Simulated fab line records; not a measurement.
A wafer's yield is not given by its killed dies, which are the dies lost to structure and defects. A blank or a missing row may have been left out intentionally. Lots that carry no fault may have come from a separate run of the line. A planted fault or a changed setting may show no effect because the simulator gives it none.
A struck lot beside a sound one / flow sfqLine / 29 steps out of a route of 325
Sound: wafers L742.1, L742.2, L742.4. Wafers L738.3, L738.5, L738.6 were the ones struck. The cause comes at the end.
Each step with rows lists, per side, the tool, then ch with its chambers, then its first start. Under that, the readings that differ: sound wafers / struck wafers / difference of the means / sigmas: that difference in standard deviations of wafers without a fault.
alike: readings with means less than 2 such deviations apart, plus words and numbers identical on both sides. not compared: withheld readings, readings lacking a value on some wafer, bounds such as >300 that could conceal the same value, and numbers that have no deviation in the record and whose values overlap.
The two part at a step that has a row with sigmas, a row that says differs or no value, or rows on one side only. Non-overlapping numbers with no deviation appear without sigmas and do not part them. A reading missing from all wafers of one side parts the sides only when that side holds two or more wafers.

first, 1 step without rows for these wafers: SFQ_TRILAYER_M2_STRIP_SOLV_CLEAN_062 (cleans in NMP, time 600 s).
SFQ_TRILAYER_I2_DEP_PECVD_063: deposits SiO2 from SiH4/N2O, time 111.11 s, target thk 500 nm.
  sound on pecvd-04 ch 0,2, day 40 20:08; struck on pecvd-03 ch 0,1,2, day 37 00:38
  alike: heaterPowerW, rfFwdPowerW, throttleValvePct
SFQ_TRILAYER_I2_CMP_CMP_064: polishes SiO2.
  sound on cmp-01 ch 0,2,3, day 41 04:20; struck on cmp-01 ch 1,2, day 37 05:23
  alike: edgeZonePressureFrac, motorCurrentA, timeToEndpointS
SFQ_I2_BOW_MEAS_917:
  struck on filmMetro-02, day 37 08:26; sound on filmMetro-04, day 41 06:50
  alike: I2_BOW
SFQ_TRILAYER_I2_METRO_MEASURE_065:
  struck on filmMetro-02, day 37 08:55; sound on filmMetro-04, day 41 06:57
reading=thkNm (nm); sound=202.5 201.7 201.8; struck=198.3 198.4 198.5; difference=-3.6; sigmas=-3
then, 6 steps without rows for these wafers: SFQ_TRILAYER_I2_VIA_LITHO_COAT_072 (resist thk 62 nm); SFQ_TRILAYER_I2_VIA_LITHO_COAT_067 (resist thk 650 nm); SFQ_TRILAYER_I2_VIA_LITHO_SOFTBAKE_071; SFQ_TRILAYER_I2_VIA_LITHO_EXPOSE_068 (exposes mask I2, target cd 500 nm); SFQ_TRILAYER_I2_VIA_LITHO_PEB_070 (peb time 60 s); SFQ_TRILAYER_I2_VIA_LITHO_DEVELOP_069 (time 60 s).
SFQ_I2_OVL_MEAS_918:
  struck on overlay-02, day 37 11:58; sound on overlay-01, day 46 16:25
  alike: I2_OVL
SFQ_TRILAYER_I2_VIA_BARC_OPEN_VIA_ETCH_096: etches BARC in O2, target depth 125 nm, time 41.7 s.
  sound on rieDiel-02 ch 0,2,3, day 46 16:28; struck on rieDiel-04 ch 1,2, day 37 11:59
  no value came back on the struck wafers for any of 6 readings (biasW (W), chamberPressureMTorr (mTorr) and others); on the sound wafers biasW (W) reads 80.48 79.94 80.10
reading=model.KrF_of_TRILAYER_I2_VIA_LITHO_COAT_067.thkNm (nm); sound=570.8 570.9 569.6; struck=627.2 627.9 626.6; difference=+56.8; sigmas=
SFQ_TRILAYER_I2_VIA_ETCH_VIA_ETCH_070: etches SiO2 in CHF3, stops on Nb, target depth 260 nm.
  sound on rieDiel-02 ch 0,2,3, day 46 16:30; struck on rieDiel-04 ch 1,2, day 37 12:02
reading=oesProductAu (a.u.); sound=0.856 0.853 0.857; struck=0.376 0.372 0.377; difference=-0.480; sigmas=-83
reading=model.KrF_of_TRILAYER_I2_VIA_LITHO_COAT_067.thkNm (nm); sound=526.4 526.1 525; struck=583.1 583.2 582.6; difference=+57.1; sigmas=
  alike: biasW, chamberPressureMTorr, drypumpMotorCurrentA, rfFwdPowerW
SFQ_TRILAYER_I2_VIA_STRIP_STRIP_071: strips in O2.
  sound on rieMetal-03 ch 0,1, day 46 16:37; struck on rieMetal-04 ch 0,1, day 37 12:20
reading=drypumpMotorCurrentA (A); sound=6.3 5.8 6.3; struck=5.2 5.3 5.8; difference=-0.7; sigmas=-2
  alike: heBacksideLeakSccm, oesProductAu
  not compared: rfHoursCounterH
then, 3 steps without rows for these wafers: SFQ_TRILAYER_I2_VIA_STRIP_SOLV_CLEAN_072 (cleans in NMP, time 600 s); SFQ_TRILAYER_M3_DEP_PRE_CLEAN_074 (time 22.5 s); SFQ_TRILAYER_M3_DEP_SPUTTER_073 (material Nb, target thk 200 nm, time 133.3 s).
SFQ_M3_RS_MEAS_919: measurement is done with a four-point probe.
  struck on filmMetro-01, day 37 13:05; sound on filmMetro-02, day 46 17:31
  alike: M3_NB_RS
then, 3 steps without rows for these wafers: SFQ_TRILAYER_M3_LITHO_COAT_080 (resist thk 62 nm); SFQ_TRILAYER_M3_LITHO_COAT_075 (resist thk 600 nm); SFQ_TRILAYER_M3_LITHO_SOFTBAKE_079.
-- the record jumps here: 6 days lie between the struck wafers' starts before and after --
SFQ_TRILAYER_M3_LITHO_EXPOSE_076: exposes mask M3, target cd 500 nm.
  sound on krfScanner-01 ch 0, day 50 16:02; struck on krfScanner-02, day 43 07:10
  no value came back on the struck wafers for exposureDoseMJCm2, focusOffsetNm (nm); on the sound wafers exposureDoseMJCm2 reads 14.412 14.402 14.396
  alike: mask
then, 2 steps without rows for these wafers: SFQ_TRILAYER_M3_LITHO_PEB_078 (peb time 60 s); SFQ_TRILAYER_M3_LITHO_DEVELOP_077 (time 60 s).
SFQ_M3_OVL_MEAS_921:
  struck on overlay-01, day 43 08:17; sound on overlay-02, day 50 17:32
reading=M3_OVL (nm); sound=-4 4 -2; struck=- - -; difference=no value on the struck wafers; sigmas=
then, 1 step without rows for these wafers: SFQ_TRILAYER_M3_BARC_OPEN_METAL_ETCH_100 (etches BARC in O2, target depth 125 nm, time 41.7 s).
SFQ_TRILAYER_M3_ETCH_METAL_ETCH_078: etches Nb in Cl2/Ar, stops on SiO2, target depth 240 nm, time 120 s.
  sound on rieMetal-03 ch 0,1, day 50 17:37; struck on rieMetal-02 ch 0,1, day 43 08:25
reading=model.M3.cdNm (nm); sound=499.7 503.5 500.1; struck=- - -; difference=no value on the struck wafers; sigmas=
  alike: biasW, chamberPressureMTorr, drypumpMotorCurrentA, heBacksideLeakSccm, oesProductAu, rfFwdPowerW
  not compared: rfHoursCounterH
SFQ_TRILAYER_M3_STRIP_STRIP_079: strips in O2.
  sound on rieMetal-03 ch 0,1, day 50 17:45; struck on rieMetal-02 ch 0,1, day 43 08:41
  alike: drypumpMotorCurrentA, heBacksideLeakSccm, oesProductAu
  not compared: rfHoursCounterH

## WHERE THEY PART
At SFQ_TRILAYER_I2_METRO_MEASURE_065 first; at SFQ_TRILAYER_M3_ETCH_METAL_ETCH_078 last (within this record only). Later steps at which nothing parts them and some readings are alike: SFQ_TRILAYER_M3_STRIP_STRIP_079.

WHY: whatever the simulator had introduced
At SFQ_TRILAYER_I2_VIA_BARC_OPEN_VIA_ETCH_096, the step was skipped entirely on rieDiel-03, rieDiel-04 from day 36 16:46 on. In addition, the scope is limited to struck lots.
